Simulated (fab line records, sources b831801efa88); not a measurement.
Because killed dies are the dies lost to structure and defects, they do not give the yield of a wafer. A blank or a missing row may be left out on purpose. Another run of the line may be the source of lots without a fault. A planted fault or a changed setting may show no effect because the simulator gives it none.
The same fault as seen by 2 desks :: flow sfqLine :: only its own numbers are on each desk; what lay behind them is given at the end

## DESK OF THE TOOL OWNER: furnace-02
The tool's own readings at SFQ_TRILAYER_INCOMING_OXIDATION_002 (target thk 500 nm, ox time 4939 s): means of the sampled wafers that have a number, for each lot that ran on this tool. If a lot's mean is further than 4 standard deviations from the usual mean, the lot is out of limits and carries the mark OUT (the distance appears in the brackets).
Columns: A = spikeTcBottomC at SFQ_TRILAYER_INCOMING_OXIDATION_002, usual 1017.1 C; B = spikeTcCentreC at SFQ_TRILAYER_INCOMING_OXIDATION_002, usual 999.9 C; C = spikeTcLowerC at SFQ_TRILAYER_INCOMING_OXIDATION_002, usual 1001.6 C; D = spikeTcTopC at SFQ_TRILAYER_INCOMING_OXIDATION_002, usual 1012.2 C; E = spikeTcUpperC at SFQ_TRILAYER_INCOMING_OXIDATION_002, usual 1000.0 C; F = tubeCenterTempC at SFQ_TRILAYER_INCOMING_OXIDATION_002, usual 1000 C; G = tube_center_temp_C_max at SFQ_TRILAYER_INCOMING_OXIDATION_002, usual 1002.6
lot: L483
first seen here: day 2 06:07
A: 1017.0
B: 1000.1
C: 1002.2
D: 1013.8
E: 1000.8
F: 1000
G: 1002.7

lot: L485
first seen here: day 2 16:07
A: 1016.4
B: 999.7
C: 1002.1
D: 1013.1
E: 1000.9
F: 1000
G: 1002.7

lot: L487
first seen here: day 3 02:07
A: 1000.3 (-14) OUT
B: 984.8 (-14) OUT
C: 986.2 (-14) OUT
D: 997.6 (-8.6) OUT
E: 984.6 (-14) OUT
F: 984 (-99 or more) OUT
G: 986.4 (-37) OUT

lot: L489
first seen here: day 3 12:07
A: 999.4 (-15) OUT
B: 982.8 (-16) OUT
C: 985.6 (-15) OUT
D: 997.4 (-8.7) OUT
E: 983.9 (-15) OUT
F: 984 (-99 or more) OUT
G: 986.2 (-37) OUT
This desk's verdict: out of limits on L487, L489, starting with L487 at day 3 02:07 (spikeTcBottomC at SFQ_TRILAYER_INCOMING_OXIDATION_002). Within limits: L483, L485.

## THE METROLOGY DESK
Means of the sampled wafers that have a number, per lot and without regard to the tool the lot ran on: this is what the gauges read. If a lot's mean is further than 4 standard deviations from the usual mean, the lot is out of limits and carries the mark OUT (the distance appears in the brackets).
Columns: A = INCOMING_BOW at SFQ_INCOMING_BOW_MEAS_900, usual -1 um
lot: L483
first seen here: day 2 06:00
A: 2

lot: L485
first seen here: day 2 16:01
A: 1

lot: L487
first seen here: day 3 02:00
A: -3

lot: L489
first seen here: day 3 12:00
A: -1

lot: L496
first seen here: day 4 23:02
A: 3

lot: L502
first seen here: day 6 05:01
A: 0
Finding of this desk: none of the 6 lots has anything out of limits.

## TAKEN TOGETHER
The tool owner's desk had the chance to raise an alarm at day 3 02:07 on L487, L489.
At the metrology desk, nothing out of limits was observed.
The metrology desk has L487, L489 on record, within its limits.
Of the lots named, all ran SFQ_TRILAYER_INCOMING_OXIDATION_002 on furnace-02.

## WHAT THE SIMULATOR HAD INSERTED
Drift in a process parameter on furnace-02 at SFQ_TRILAYER_INCOMING_OXIDATION_002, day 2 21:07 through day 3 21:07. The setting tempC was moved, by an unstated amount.
Lots struck among those shown: L487, L489.
Time in hours from fault onset to the first out-of-limits reading at each desk: the tool owner's desk, 5.
